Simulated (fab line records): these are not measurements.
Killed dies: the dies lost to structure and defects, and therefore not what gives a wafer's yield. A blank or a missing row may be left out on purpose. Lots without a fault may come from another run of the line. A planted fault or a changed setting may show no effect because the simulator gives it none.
Matching of chambers / flow sky130 / SKY_VIA1_CMP_02 on cmp-01: 4 sister chambers
The step polishes SiO2. 14 wafers are shown with their chamber, then 7 later ones without.

EACH WAFER AND ITS CHAMBER
wafer=L809.1; chamber=2; motor_current_A (A)=12.2; slurry_flow_ml_min=149.6
wafer=L809.3; chamber=1; motor_current_A (A)=12.0; slurry_flow_ml_min=149.8
wafer=L809.4; chamber=3; motor_current_A (A)=10.4; slurry_flow_ml_min=150.2
wafer=L810.2; chamber=2; motor_current_A (A)=12.5; slurry_flow_ml_min=149.6
wafer=L810.5; chamber=1; motor_current_A (A)=11.5; slurry_flow_ml_min=150.0
wafer=L810.6; chamber=0; motor_current_A (A)=12.0; slurry_flow_ml_min=150.2
wafer=L813.2; chamber=0; motor_current_A (A)=11.3; slurry_flow_ml_min=151.0
wafer=L813.3; chamber=3; motor_current_A (A)=11.1; slurry_flow_ml_min=149.7
wafer=L813.4; chamber=1; motor_current_A (A)=12.2; slurry_flow_ml_min=149.7
wafer=L816.2; chamber=2; motor_current_A (A)=12.3; slurry_flow_ml_min=149.9
wafer=L816.4; chamber=0; motor_current_A (A)=11.0; slurry_flow_ml_min=149.7
wafer=L816.6; chamber=2; motor_current_A (A)=12.6; slurry_flow_ml_min=150.0
wafer=L824.2; chamber=0; motor_current_A (A)=11.2; slurry_flow_ml_min=149.9
wafer=L824.4; chamber=3; motor_current_A (A)=10.7; slurry_flow_ml_min=149.8

SIGNATURES, as means of the wafers listed above
reading=motor_current_A; chamber 0=11.375; chamber 1=11.900; chamber 2=12.400; chamber 3=10.733; scatter within a chamber=0.343
reading=slurry_flow_ml_min; chamber 0=150.200; chamber 1=149.833; chamber 2=149.775; chamber 3=149.900; scatter within a chamber=0.36
Rule: for each reading, subtract the chamber's mean from the wafer's reading, divide by that reading's scatter and square the result; add these up over the readings and take the root, which gives the wafer's distance from the chamber. If the next closest chamber is less than 2 further off than the closest, the wafer can't be placed; otherwise it belongs to the closest. The scatter: the root of (the sum of the squares of (reading less its chamber's mean) over the shown wafers, divided by (wafers less chambers)).

WAFERS WHOSE CHAMBER IS MISSING
wafer=L824.5; motor_current_A (A)=10.7; slurry_flow_ml_min=149.8
wafer=L827.1; motor_current_A (A)=11.4; slurry_flow_ml_min=149.9
wafer=L827.2; motor_current_A (A)=11.4; slurry_flow_ml_min=149.9
wafer=L827.5; motor_current_A (A)=11.5; slurry_flow_ml_min=149.7
wafer=L828.3; motor_current_A (A)=11.2; slurry_flow_ml_min=150.2
wafer=L828.5; motor_current_A (A)=11.9; slurry_flow_ml_min=150.5
wafer=L828.6; motor_current_A (A)=10.9; slurry_flow_ml_min=150.6

THE CHAMBER EACH PASSED THROUGH
wafer=L824.5; from the rows above=can't be placed: 3 or 0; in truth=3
wafer=L827.1; from the rows above=can't be placed: 0 or 1 or 3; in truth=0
wafer=L827.2; from the rows above=can't be placed: 0 or 1 or 3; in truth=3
wafer=L827.5; from the rows above=can't be placed: 1 or 0 or 3 or 2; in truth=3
wafer=L828.3; from the rows above=can't be placed: 0 or 3 or 1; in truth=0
wafer=L828.5; from the rows above=can't be placed: 0 or 1 or 2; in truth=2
wafer=L828.6; from the rows above=can't be placed: 0 or 3 or 1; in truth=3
Correct placement for 0 of the 7. Unplaceable from these rows: 7, with the true chamber sitting among the candidates in 7. Placed wrongly: 0.
